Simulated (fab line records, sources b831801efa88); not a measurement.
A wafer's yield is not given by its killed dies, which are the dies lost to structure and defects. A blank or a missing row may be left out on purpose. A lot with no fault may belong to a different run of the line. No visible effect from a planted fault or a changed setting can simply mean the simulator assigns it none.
Chamber matching | flow gf180mcu | 4 sister chambers for GF_V1_CMP_26 on cmp-02
The step polishes, stops on SiO2, t overpolish 15 s, target thk 0 nm. 14 wafers are shown with their chamber, then 7 later ones without.

== WAFERS, EACH WITH ITS CHAMBER ==
wafer  | chamber | motor current A (A) | time to endpoint s (s) | edge zone pressure frac
L870.2 | 2       | 10.4                | 78                     | 1.006
L870.3 | 3       | 10.8                | 82                     | 1.003
L870.4 | 0       | 12.1                | 72                     | 0.997
L871.2 | 0       | 11.4                | 77                     | 1.002
L871.3 | 2       | 11.7                | 82                     | 1.000
L871.5 | 2       | 11.3                | 81                     | 0.999
L875.1 | 0       | 11.2                | 77                     | 1.001
L875.4 | 1       | 8.9                 | 81                     | 1.002
L875.6 | 1       | 8.8                 | 87                     | 1.002
L886.1 | 0       | 11.5                | 80                     | 1.007
L886.2 | 1       | 8.7                 | 85                     | 1.001
L886.3 | 3       | 11.0                | 86                     | 0.997
L889.4 | 2       | 11.3                | 89                     | 1.002
L889.5 | 1       | 9.2                 | 85                     | 1.003

SIGNATURES (means of the wafers above)
reading                 | chamber 0 | chamber 1 | chamber 2 | chamber 3 | scatter within a chamber
motor current A         | 11.550    | 8.900     | 11.175    | 10.900    | 0.39
time to endpoint s      | 76.50     | 84.50     | 82.50     | 84.00     | 3.54
edge zone pressure frac | 1.00175   | 1.00200   | 1.00175   | 1.00000   | 0.00315
Rule: a wafer's distance from a chamber is the root of the sum, over the readings, of the square of ((its reading less the chamber's mean) divided by the reading's scatter). If the next closest chamber is less than 2 further off than the closest, the wafer can't be placed; otherwise it belongs to the closest. The scatter: the root of (the sum of the squares of (reading less its chamber's mean) over the shown wafers, divided by (wafers less chambers)).

== WAFERS MISSING THEIR CHAMBER ==
wafer  | motor current A (A) | time to endpoint s (s) | edge zone pressure frac
L889.6 | 11.0                | 87                     | 1.008
L892.1 | 11.4                | 85                     | 1.007
L892.2 | 8.8                 | 82                     | 0.996
L892.5 | 11.3                | 75                     | 1.001
L893.1 | 11.1                | 83                     | 0.997
L893.2 | 11.0                | 83                     | 1.004
L893.6 | 10.8                | 76                     | 1.000

== EACH ONE'S CHAMBER ==
wafer  | from the rows above          | in truth
L889.6 | can't be placed: 2 or 3 or 0 | 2
L892.1 | can't be placed: 2 or 3 or 0 | 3
L892.2 | 1                            | 1
L892.5 | can't be placed: 0 or 2 or 3 | 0
L893.1 | can't be placed: 3 or 2 or 0 | 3
L893.2 | can't be placed: 2 or 3 or 0 | 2
L893.6 | can't be placed: 0 or 2 or 3 | 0
Placed correctly: 1 of 7. Unplaceable from these rows: 6, with the true chamber sitting among the candidates in 6. Wrongly placed: 0.
